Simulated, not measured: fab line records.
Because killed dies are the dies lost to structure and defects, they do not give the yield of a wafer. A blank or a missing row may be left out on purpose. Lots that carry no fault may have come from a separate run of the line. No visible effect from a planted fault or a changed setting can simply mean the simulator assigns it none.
fab line records    flow sky130
record: lots: 7  wafers: 21  last-day: 50
route steps=708 shown VT_ADJUST_LVTN@104 VT_ADJUST_NCORE@119 PAD_OPEN@708
lots that met no fault: taken from a fault-free run of the same line
start-h: hours from the record's first day to the start of the lot's first wafer shown    wait-h: how many hours have passed since the lot's step before this one    " repeats the value in the row above    L1.1+2: one row covering several wafers at once    - no value, or no start was given    * or withheld: withheld    < > ~ a bound
route shown NAME@n: NAME is a module with steps in the file, n the number in the route of the first one    usual: mean/standard deviation taken from wafers without a fault    same: alike in all rows    chamber/n: place in a boat    sites: per-site readings    _std_site: the standard deviation of these    _edge_site: outer sites' mean less inner sites'    radius-mm: how far each site lies from the wafer's centre    mask NAME#n: copy n    behind: the tool/chamber that last shaped the wafer    hold: cause of the lot's hold/its duration in hours/its outcome    device: which transistor (n, p or np) failed to switch    end of line: the tests these same wafers got at the end of their route    where a step has no rows: the recipe by itself    killed: the dies lost at the first sort to structure and to defects; this is not the yield of the wafer    map: the dies of a wafer, with x for killed, . for not killed, _ for no die there
set.NAME: the setting the step ran with; set.NAME@STEP: the setting that earlier step ran with    model.NAME: the simulator's own value behind a step, which no gauge read
a table for each step, a row for each wafer; lots at some steps of the route
services: a tool's chamber out of use, with start hour (start-h, from the record's first day; less than 0 if before it), hours out, and reason
== steps ==
step: SKY_VT_ADJUST_LVTN_OVL_MEAS_07
usual: VT_ADJUST_LVTN_OVL: 0.9/1.6
lot.wafer  tool        chamber  start-h  wait-h  VT_ADJUST_LVTN_OVL[nm]
L310.2     overlay-02  -        140.41   -       3.2
L310.3     "           -        "        "       1.1
L310.6     "           -        "        "       3.0
L311.1     overlay-02  -        143.72   -       2.7
L311.2     "           -        "        "       4.8
L311.5     "           -        "        "       4.9
L312.2     overlay-01  -        152.26   -       0.1
L312.3     "           -        "        "       -0.1
L312.4     "           -        "        "       1.7
L318.1     overlay-02  -        196.37   -       0.9
L318.4     "           -        "        "       0.2
L318.6     "           -        "        "       2.0
L328.1     overlay-02  -        260.72   -       2.1
L328.2     "           -        "        "       0.9
L328.5     "           -        "        "       -0.4
L329.3     overlay-01  -        271.17   -       -1.4
L329.4     "           -        "        "       0.0
L329.6     "           -        "        "       -1.5
L331.2     overlay-01  -        279.33   -       -0.4
L331.4     "           -        "        "       -0.8
L331.6     "           -        "        "       -0.3
step: SKY_VT_ADJUST_LVTN_IMPLANT_08
recipe: species: B  energy-kev: 30  dose-cm2: 1.57e+12  tilt-deg: withheld
step: SKY_VT_ADJUST_LVTN_STRIP_09
recipe: chemistry: O2/N2  power-w: 1400  pressure-mtorr: 1500  platen-temp-c: withheld  o2-flow-sccm: 3000  n2-flow-sccm: 300  overash-fraction: 0.5
usual: drypump-motor-current-A: 6.1/0.49  oes-product-au: 0.723/0.0042  strip-time-to-endpoint-s: 36.91/0.095
lot.wafer  tool             chamber  start-h  wait-h  drypump-motor-current-A  oes-product-au  rf-hours-counter-h  strip-time-to-endpoint-s
L310.2     plasma-asher-04  1        140.59   0.1     6.0                      0.719           2                   36.84
L310.3     "                1        "        "       6.0                      0.722           -                   36.88
L310.6     "                1        "        "       6.0                      0.728           -                   36.90
L311.1     plasma-asher-02  1        143.91   0.1     6.4                      0.722           48                  36.82
L311.2     "                0        "        "       6.6                      0.720           48                  36.92
L311.5     "                1        "        "       6.4                      0.723           -                   36.92
L312.2     plasma-asher-02  1        152.44   0.1     6.4                      0.721           49                  37.05
L312.3     "                1        "        "       6.5                      0.720           -                   37.15
L312.4     "                0        "        "       6.6                      0.719           -                   37.14
L318.1     plasma-asher-02  0        196.56   0.1     6.6                      0.713           53                  36.93
L318.4     "                0        "        "       6.6                      0.726           -                   36.91
L318.6     "                1        "        "       6.4                      0.725           -                   36.92
L328.1     plasma-asher-04  0        260.91   0.1     5.6                      0.729           15                  36.83
L328.2     "                1        "        "       6.0                      0.723           15                  36.84
L328.5     "                1        "        "       6.0                      0.712           -                   36.75
L329.3     plasma-asher-02  1        271.38   0.1     6.4                      0.726           -                   36.79
L329.4     "                0        "        "       6.6                      0.720           -                   36.81
L329.6     "                1        "        "       6.4                      0.722           -                   36.81
L331.2     plasma-asher-04  1        279.51   0.1     6.0                      0.726           17                  36.76
L331.4     "                1        "        "       6.0                      0.720           -                   36.98
L331.6     "                1        "        "       6.0                      0.713           -                   36.97
step: SKY_VT_ADJUST_LVTN_TW_MEAS_10
usual: VT_ADJUST_LVTN_TW: 240.5/1.7
lot.wafer  tool           chamber  start-h  wait-h  VT_ADJUST_LVTN_TW
L310.2     film-metro-02  -        140.70   0.1     238.8
L310.3     "              -        "        "       238.7
L310.6     "              -        "        "       239.1
L311.1     film-metro-02  -        144.01   0.1     241.4
L311.2     "              -        "        "       241.7
L311.5     "              -        "        "       240.0
L312.2     film-metro-02  -        152.55   0.1     240.2
L312.3     "              -        "        "       241.5
L312.4     "              -        "        "       240.1
L318.1     film-metro-02  -        196.66   0.1     238.8
L318.4     "              -        "        "       240.3
L318.6     "              -        "        "       239.2
L328.1     film-metro-02  -        261.01   0.1     239.5
L328.2     "              -        "        "       238.9
L328.5     "              -        "        "       238.3
L329.3     film-metro-04  -        271.46   0.1     241.0
L329.4     "              -        "        "       240.7
L329.6     "              -        "        "       240.5
L331.2     film-metro-02  -        279.62   0.1     240.1
L331.4     "              -        "        "       240.2
L331.6     "              -        "        "       241.2
step: SKY_VT_ADJUST_LVTN_DEHYDRATE_11
recipe: temp-c: 200  time-s: 60
step: SKY_VT_ADJUST_LVTN_HMDS_12
recipe: prime-time-s: 60  prime-temp-c: 120
step: SKY_VT_ADJUST_LVTN_COAT_13
recipe: resist: NOVOLAK  spin-rpm: 3000  resist-thk-nm: 1140
step: SKY_VT_ADJUST_LVTN_SOFTBAKE_14
recipe: temp-c: 90  time-s: 60  resist: NOVOLAK
step: SKY_VT_ADJUST_LVTN_EXPOSE_15
recipe: mask-id: HVN_STD_DERIVED  na: 0.6  source-shape: conventional  sigma-outer: 0.6  polarization: unpolarized  target-cd-nm: 600  dose-mj: 163
step: SKY_VT_ADJUST_LVTN_PEB_16
recipe: temp-c: withheld  time-s: *  resist: NOVOLAK
step: SKY_VT_ADJUST_LVTN_DEVELOP_17
recipe: resist: NOVOLAK  developer: TMAH  develop-time-s: 60  dev-temp-c: 23
step: SKY_VT_ADJUST_LVTN_OVL_MEAS_18
usual: VT_ADJUST_LVTN_01_OVL: 0.2/1.2
lot.wafer  tool        chamber  start-h  wait-h  VT_ADJUST_LVTN_01_OVL[nm]
L310.2     overlay-01  -        159.88   0.1     0.1
L310.3     "           -        "        "       0.6
L310.6     "           -        "        "       0.8
L311.1     overlay-01  -        162.96   0.1     1.0
L311.2     "           -        "        "       0.3
L311.5     "           -        "        "       0.4
L312.2     overlay-01  -        172.46   0.1     0.5
L312.3     "           -        "        "       -0.1
L312.4     "           -        "        "       0.1
L318.1     overlay-01  -        217.91   0.1     0.3
L318.4     "           -        "        "       0.3
L318.6     "           -        "        "       -1.2
L328.1     overlay-02  -        285.56   0.1     0.8
L328.2     "           -        "        "       -0.9
L328.5     "           -        "        "       -0.1
L329.3     overlay-02  -        296.33   0.1     -1.0
L329.4     "           -        "        "       1.2
L329.6     "           -        "        "       1.1
L331.2     overlay-01  -        303.77   0.1     -1.9
L331.4     "           -        "        "       -2.6
L331.6     "           -        "        "       -1.4
step: SKY_VT_ADJUST_LVTN_IMPLANT_19
recipe: species: B  energy-kev: 30  dose-cm2: 6.5e+11  tilt-deg: withheld
usual: dose-ions-cm2: 6.501e+11/5.8e+08  faraday-current-uA: 3.66/0.071
lot.wafer  tool          chamber  start-h  wait-h  dose-ions-cm2  faraday-current-uA
L310.2     implanter-03  0        159.93   0.0     6.5e+11        3.69
L310.3     "             0        "        "       6.497e+11      3.60
L310.6     "             0        "        "       6.501e+11      3.58
L311.1     implanter-03  0        162.99   0.0     6.496e+11      3.63
L311.2     "             0        "        "       6.488e+11      3.62
L311.5     "             0        "        "       6.492e+11      3.71
L312.2     implanter-01  0        172.52   0.0     6.512e+11      3.63
L312.3     "             0        "        "       6.503e+11      3.72
L312.4     "             0        "        "       6.507e+11      3.60
L318.1     implanter-02  0        217.95   0.0     6.499e+11      3.74
L318.4     "             0        "        "       6.498e+11      3.69
L318.6     "             0        "        "       6.501e+11      3.68
L328.1     implanter-03  0        285.59   0.0     4.812e+11      2.66
L328.2     "             0        "        "       4.819e+11      2.63
L328.5     "             0        "        "       4.813e+11      2.77
L329.3     implanter-03  0        296.41   0.1     4.816e+11      2.62
L329.4     "             0        "        "       4.813e+11      2.77
L329.6     "             0        "        "       4.82e+11       2.74
L331.2     implanter-03  0        303.82   0.0     4.808e+11      2.70
L331.4     "             0        "        "       4.809e+11      2.76
L331.6     "             0        "        "       4.805e+11      2.78
step: SKY_VT_ADJUST_LVTN_STRIP_20
recipe: chemistry: O2/N2  power-w: 1400  pressure-mtorr: 1500  platen-temp-c: withheld  o2-flow-sccm: 3000  n2-flow-sccm: 300  overash-fraction: 0.5
usual: drypump-motor-current-A: 6.1/0.47  oes-product-au: 0.715/0.0045  strip-time-to-endpoint-s: 14.18/0.041
lot.wafer  tool             chamber  start-h  wait-h  drypump-motor-current-A  oes-product-au  rf-hours-counter-h  strip-time-to-endpoint-s
L310.2     plasma-asher-04  0        160.06   0.1     5.6                      0.729           5                   14.19
L310.3     "                1        "        "       6.0                      0.717           -                   14.24
L310.6     "                0        "        "       5.6                      0.722           -                   14.24
L311.1     plasma-asher-04  0        163.14   0.1     5.6                      0.712           5                   14.19
L311.2     "                1        "        "       6.0                      0.711           5                   14.21
L311.5     "                0        "        "       5.6                      0.716           -                   14.16
L312.2     plasma-asher-02  0        172.64   0.1     6.6                      0.717           51                  14.20
L312.3     "                0        "        "       6.6                      0.714           -                   14.09
L312.4     "                1        "        "       6.4                      0.716           -                   14.15
L318.1     plasma-asher-04  1        218.10   0.1     6.0                      0.715           11                  14.13
L318.4     "                0        "        "       5.6                      0.709           -                   14.07
L318.6     "                0        "        "       5.6                      0.714           -                   14.16
L328.1     plasma-asher-02  1        285.74   0.1     6.4                      0.726           62                  14.13
L328.2     "                0        "        "       6.6                      0.722           62                  14.13
L328.5     "                0        "        "       6.6                      0.709           -                   14.15
L329.3     plasma-asher-04  1        296.54   0.1     6.0                      0.714           -                   14.20
L329.4     "                0        "        "       5.6                      0.708           -                   14.17
L329.6     "                1        "        "       5.9                      0.714           -                   14.24
L331.2     plasma-asher-01  0        303.95   0.1     5.4                      0.720           47                  14.18
L331.4     "                0        "        "       5.4                      0.717           -                   14.13
L331.6     "                0        "        "       5.4                      0.713           -                   14.09
step: SKY_VT_ADJUST_LVTN_TW_MEAS_21
usual: VT_ADJUST_LVTN_2_TW: 187.3/1.5
lot.wafer  tool           chamber  start-h  wait-h  VT_ADJUST_LVTN_2_TW
L310.2     film-metro-04  -        160.17   0.1     185.3
L310.3     "              -        "        "       184.0
L310.6     "              -        "        "       186.1
L311.1     film-metro-01  -        163.24   0.1     189.1
L311.2     "              -        "        "       188.3
L311.5     "              -        "        "       188.7
L312.2     film-metro-04  -        172.75   0.1     185.3
L312.3     "              -        "        "       186.2
L312.4     "              -        "        "       185.5
L318.1     film-metro-04  -        218.20   0.1     185.2
L318.4     "              -        "        "       186.7
L318.6     "              -        "        "       185.6
L328.1     film-metro-02  -        285.84   0.1     172.2
L328.2     "              -        "        "       172.4
L328.5     "              -        "        "       172.5
L329.3     film-metro-02  -        296.63   0.1     173.0
L329.4     "              -        "        "       172.6
L329.6     "              -        "        "       173.3
L331.2     film-metro-04  -        304.06   0.1     171.3
L331.4     "              -        "        "       171.3
L331.6     "              -        "        "       171.0
step: SKY_VT_ADJUST_NCORE_DEHYDRATE_00
recipe: temp-c: 200  time-s: 60
step: SKY_PAD_OPEN_PROBE_99
usual: killed_at_M0_to_M3: 42/6.9  killed_at_M4_up: 3.2/1.7  killed-at-contacts: 23/5.5  killed-at-front-end: 16/4  killed-at-other: 0.4/0.55  killed-dies: 85/9.2  killed-open: 46/6.8  killed-short: 38/6.2
same: gross-dies: 492  killed-at-back-side: 0
lot.wafer  tool       chamber  start-h  wait-h  killed_at_M0_to_M3  killed_at_M4_up  killed-at-contacts  killed-at-front-end  killed-at-other  killed-dies  killed-open  killed-short  model.etest.res-pwell-under-gate.rs-ohm-sq  model.etest.nfet-g5v0d10v5.body-rise-v  model.etest.nfet_16v.body-rise-v  model.etest.nfet-g5v0d10v5.vt-sat-v  model.etest.nfet-g5v0d10v5.vt-v
L310.2     prober-02  -        1071.33  0.1     29                  3                27                  13                   0                72           37           35            2294                                        0.6963                                  0.691                             0.7738                               0.8332
L310.3     prober-02  -        1071.38  0.2     37                  2                17                  16                   0                72           40           32            2289                                        0.693                                   0.6874                            0.7707                               0.83
L310.6     prober-02  -        1071.53  0.2     45                  2                14                  17                   1                79           48           31            2308                                        0.6951                                  0.6892                            0.7767                               0.8375
L311.1     prober-01  -        1071.81  0.1     36                  3                24                  16                   0                79           43           35            2264                                        0.667                                   0.6625                            0.7527                               0.8093
L311.2     prober-01  -        1071.86  0.1     48                  6                26                  14                   1                95           54           40            2282                                        0.6658                                  0.6614                            0.7651                               0.824
L311.5     prober-01  -        1072.01  0.2     38                  6                19                  23                   1                87           45           42            2287                                        0.6652                                  0.6585                            0.7478                               0.8055
L312.2     prober-02  -        1083.43  0.1     48                  6                16                  14                   0                84           50           34            2257                                        0.6942                                  0.6841                            0.7736                               0.8296
L312.3     prober-02  -        1083.48  0.2     40                  1                30                  12                   0                83           53           30            2296                                        0.6801                                  0.6737                            0.7784                               0.8328
L312.4     prober-02  -        1083.53  0.2     43                  3                26                  19                   0                91           49           42            2269                                        0.688                                   0.6793                            0.7696                               0.8259
L318.1     prober-01  -        1129.17  0.1     45                  2                25                  9                    0                81           48           33            2302                                        0.6801                                  0.6709                            0.7611                               0.8206
L318.4     prober-01  -        1129.32  0.2     36                  6                24                  20                   0                86           55           31            2282                                        0.6781                                  0.6729                            0.7514                               0.8138
L318.6     prober-01  -        1129.42  0.2     46                  4                20                  10                   0                80           42           38            2300                                        0.6744                                  0.6683                            0.7588                               0.8191
L328.1     prober-02  -        1176.48  0.1     37                  6                28                  20                   0                91           46           45            2330                                        0.6399                                  0.6345                            0.7396                               0.8001
L328.2     prober-02  -        1176.53  0.1     37                  3                23                  12                   0                75           37           37            2315                                        0.6461                                  0.644                             0.7432                               0.8044
L328.5     prober-02  -        1176.68  0.2     37                  1                34                  15                   1                88           48           40            2341                                        0.6555                                  0.6503                            0.743                                0.8035
L329.3     prober-01  -        1187.23  0.2     49                  2                20                  20                   0                91           44           47            2307                                        0.6484                                  0.6436                            0.7339                               0.7976
L329.4     prober-01  -        1187.28  0.2     50                  5                24                  17                   0                96           57           39            2298                                        0.642                                   0.6353                            0.7436                               0.8099
L329.6     prober-01  -        1187.38  0.2     45                  4                20                  19                   0                88           51           37            2321                                        0.6444                                  0.639                             0.7395                               0.8034
L331.2     prober-01  -        1190.18  0.1     39                  3                20                  14                   0                76           50           26            2297                                        0.6331                                  0.6285                            0.7301                               0.7939
L331.4     prober-01  -        1190.28  0.2     34                  5                21                  12                   1                73           39           34            2321                                        0.6329                                  0.6248                            0.7284                               0.7909
L331.6     prober-01  -        1190.38  0.2     41                  4                24                  26                   0                95           54           41            2309                                        0.641                                   0.6327                            0.7403                               0.8053
killed by level:class
L310.2 LI_CONTACT:geometric-particle:open=10 CONTACT:geometric-particle:open=7 FIELD_ISO:geometric-particle:open=6 VIA1:geometric-particle:open=5 FIELD_ISO:geometric-particle:short=4 LI_CONTACT:geometric-particle:short=4 VIA3:geometric-particle:short=4 CONTACT:geometric-particle:short=3
L310.3 CONTACT:geometric-particle:open=7 VIA1:geometric-particle:open=7 VIA2:geometric-particle:open=7 FIELD_ISO:geometric-particle:short=6 FIELD_ISO:geometric-particle:open=5 VIA1:geometric-particle:short=5 VIA3:geometric-particle:open=4 LOCAL_INTERCONNECT:geometric-particle:short=4
L310.6 VIA1:geometric-particle:open=13 METAL2:geometric-particle:short=8 FIELD_ISO:geometric-particle:open=6 CONTACT:geometric-particle:open=6 VIA2:geometric-particle:open=5 POLY_GATE:geometric-particle:open=4 VIA3:geometric-particle:open=4 LI_CONTACT:geometric-particle:open=3
L311.1 VIA1:geometric-particle:open=9 LI_CONTACT:geometric-particle:open=7 CONTACT:geometric-particle:open=7 VIA2:geometric-particle:open=7 VIA1:geometric-particle:short=6 LI_CONTACT:geometric-particle:short=5 POLY_GATE:geometric-particle:short=4 POLY_GATE:geometric-particle:open=4
L311.2 VIA1:geometric-particle:open=12 LI_CONTACT:geometric-particle:open=9 VIA3:geometric-particle:open=8 CONTACT:geometric-particle:open=7 FIELD_ISO:geometric-particle:open=6 LOCAL_INTERCONNECT:geometric-particle:short=6 VIA3:geometric-particle:short=6 METAL2:geometric-particle:short=5
L311.5 VIA1:geometric-particle:open=9 VIA3:geometric-particle:open=9 FIELD_ISO:geometric-particle:short=8 LI_CONTACT:geometric-particle:open=6 POLY_GATE:geometric-particle:short=5 CONTACT:geometric-particle:open=5 METAL2:geometric-particle:short=5 FIELD_ISO:geometric-particle:open=4
L312.2 VIA1:geometric-particle:open=14 METAL2:geometric-particle:short=8 VIA1:geometric-particle:short=7 LI_CONTACT:geometric-particle:open=6 VIA2:geometric-particle:open=5 FIELD_ISO:geometric-particle:open=4 CONTACT:geometric-particle:open=4 METAL2:geometric-particle:open=3
L312.3 VIA1:geometric-particle:open=12 LI_CONTACT:geometric-particle:open=11 VIA2:geometric-particle:open=9 CONTACT:geometric-particle:open=6 LI_CONTACT:geometric-particle:short=5 CONTACT:geometric-particle:short=5 FIELD_ISO:geometric-particle:open=4 VIA1:geometric-particle:short=4
L312.4 LI_CONTACT:geometric-particle:open=12 VIA1:geometric-particle:open=8 CONTACT:geometric-particle:open=6 POLY_GATE:geometric-particle:open=5 METAL1:geometric-particle:short=5 VIA3:geometric-particle:short=5 METAL2:geometric-particle:short=5 VIA3:geometric-particle:open=5
L318.1 LI_CONTACT:geometric-particle:open=9 VIA1:geometric-particle:open=9 VIA2:geometric-particle:open=9 CONTACT:geometric-particle:open=8 METAL2:geometric-particle:short=7 VIA3:geometric-particle:open=5 METAL1:geometric-particle:short=4 FIELD_ISO:geometric-particle:open=3
L318.4 VIA2:geometric-particle:open=10 CONTACT:geometric-particle:open=10 VIA1:geometric-particle:open=9 POLY_GATE:geometric-particle:open=6 FIELD_ISO:geometric-particle:open=5 VIA3:geometric-particle:open=5 METAL4:geometric-particle:short=5 LI_CONTACT:geometric-particle:open=4
L318.6 VIA2:geometric-particle:open=11 CONTACT:geometric-particle:open=10 METAL2:geometric-particle:short=7 VIA2:geometric-particle:short=6 VIA3:geometric-particle:open=6 POLY_GATE:geometric-particle:short=5 VIA1:geometric-particle:open=5 VIA3:geometric-particle:short=5
L328.1 VIA1:geometric-particle:open=10 LI_CONTACT:geometric-particle:open=8 CONTACT:geometric-particle:open=7 FIELD_ISO:geometric-particle:open=6 METAL2:geometric-particle:short=6 POLY_GATE:geometric-particle:short=5 LOCAL_INTERCONNECT:geometric-particle:short=5 METAL3:geometric-particle:short=5
L328.2 VIA1:geometric-particle:open=10 CONTACT:geometric-particle:open=9 CONTACT:geometric-particle:short=7 METAL2:geometric-particle:short=7 VIA1:geometric-particle:short=5 FIELD_ISO:geometric-particle:open=4 FIELD_ISO:geometric-particle:short=4 LI_CONTACT:geometric-particle:open=4
L328.5 VIA1:geometric-particle:open=17 CONTACT:geometric-particle:open=12 LI_CONTACT:geometric-particle:short=8 POLY_GATE:geometric-particle:short=6 VIA1:geometric-particle:short=6 LI_CONTACT:geometric-particle:open=5 LOCAL_INTERCONNECT:geometric-particle:short=5 FIELD_ISO:geometric-particle:short=4
L329.3 METAL1:geometric-particle:short=10 CONTACT:geometric-particle:open=7 VIA3:geometric-particle:open=7 VIA1:geometric-particle:open=6 VIA1:geometric-particle:short=6 FIELD_ISO:geometric-particle:open=5 LI_CONTACT:geometric-particle:open=5 METAL2:geometric-particle:short=5
L329.4 VIA1:geometric-particle:open=16 FIELD_ISO:geometric-particle:short=6 VIA2:geometric-particle:open=6 VIA3:geometric-particle:open=6 FIELD_ISO:geometric-particle:open=5 LI_CONTACT:geometric-particle:open=5 CONTACT:geometric-particle:open=5 VIA2:geometric-particle:short=5
L329.6 VIA2:geometric-particle:open=9 LI_CONTACT:geometric-particle:open=8 CONTACT:geometric-particle:open=8 METAL2:geometric-particle:short=7 VIA1:geometric-particle:open=6 FIELD_ISO:geometric-particle:open=5 POLY_GATE:geometric-particle:short=5 VIA3:geometric-particle:open=5
L331.2 CONTACT:geometric-particle:open=10 VIA3:geometric-particle:open=10 LI_CONTACT:geometric-particle:open=7 VIA2:geometric-particle:open=7 VIA1:geometric-particle:open=6 METAL1:geometric-particle:short=5 SPACER:geometric-particle:open=4 METAL2:geometric-particle:short=4
L331.4 CONTACT:geometric-particle:open=12 VIA3:geometric-particle:open=7 VIA2:geometric-particle:open=6 METAL2:geometric-particle:short=6 FIELD_ISO:geometric-particle:short=5 VIA2:geometric-particle:short=5 VIA1:geometric-particle:short=4 POLY_GATE:geometric-particle:open=3
L331.6 VIA1:geometric-particle:open=12 CONTACT:geometric-particle:open=9 LI_CONTACT:geometric-particle:open=8 FIELD_ISO:geometric-particle:open=7 POLY_GATE:geometric-particle:open=7 METAL2:geometric-particle:short=7 FIELD_ISO:geometric-particle:short=5 METAL3:geometric-particle:short=4
== services ==
tool             chamber  start-h  hours  kind
plasma-asher-04  0        117.75   -      clean
plasma-asher-04  1        117.75   -      clean
implanter-02     -        121.01   4.1    repair
implanter-01     -        128.74   2.6    repair
plasma-asher-01  -        143.21   22.6   repair
plasma-asher-02  -        161.53   2.2    repair
implanter-02     -        199.21   6.1    pm
implanter-03     -        223.86   2.0    repair
implanter-01     -        225.32   3.0    pm
plasma-asher-02  -        229.49   5.3    pm
plasma-asher-04  -        231.31   0.7    repair
implanter-01     -        231.84   3.8    pm
implanter-02     -        290.97   2.7    repair
implanter-03     -        299.41   4.2    repair
== key ==
first-sign: step: SKY_VT_ADJUST_LVTN_IMPLANT_19  reading: dose-ions-cm2  direction: down  sigmas: 99+  usual: *  struck: *
effect: step: SKY_VT_ADJUST_LVTN_IMPLANT_19  reading: faraday-current-uA  direction: down  sigmas: 13  usual: 3.66  struck: 2.71
effect: step: SKY_VT_ADJUST_LVTN_TW_MEAS_21  reading: VT_ADJUST_LVTN_2_TW  direction: down  sigmas: 10  usual: 187.3  struck: 172.2
model-effect: step: SKY_PAD_OPEN_PROBE_99  value: etest.res-pwell-under-gate.rs-ohm-sq  without: 2284  struck: 2315
met-at SKY_VT_ADJUST_LVTN_IMPLANT_19
struck-wafers L328.1,L328.2,L328.5,L329.3,L329.4,L329.6,L331.2,L331.4,L331.6
tester-left-out L328,L329,L331
onset-between 162.99 285.59
fault: kind: process-parameter-drift  tool: implanter-03  chamber: -  onset-h: 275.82  steps: SKY_VT_ADJUST_LVTN_IMPLANT_19  channel: dose-cm2  offset: *  shape: step  end-h: 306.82  acts-in: *  stated: *
tester-left-out: of these lots the tester's yield and bins aren't shown, on N5 and GAA mostly nor the transistor test; their killed dies are dies lost to structure and defects alone, not to doping, threshold or leakage, so they don't give the yield
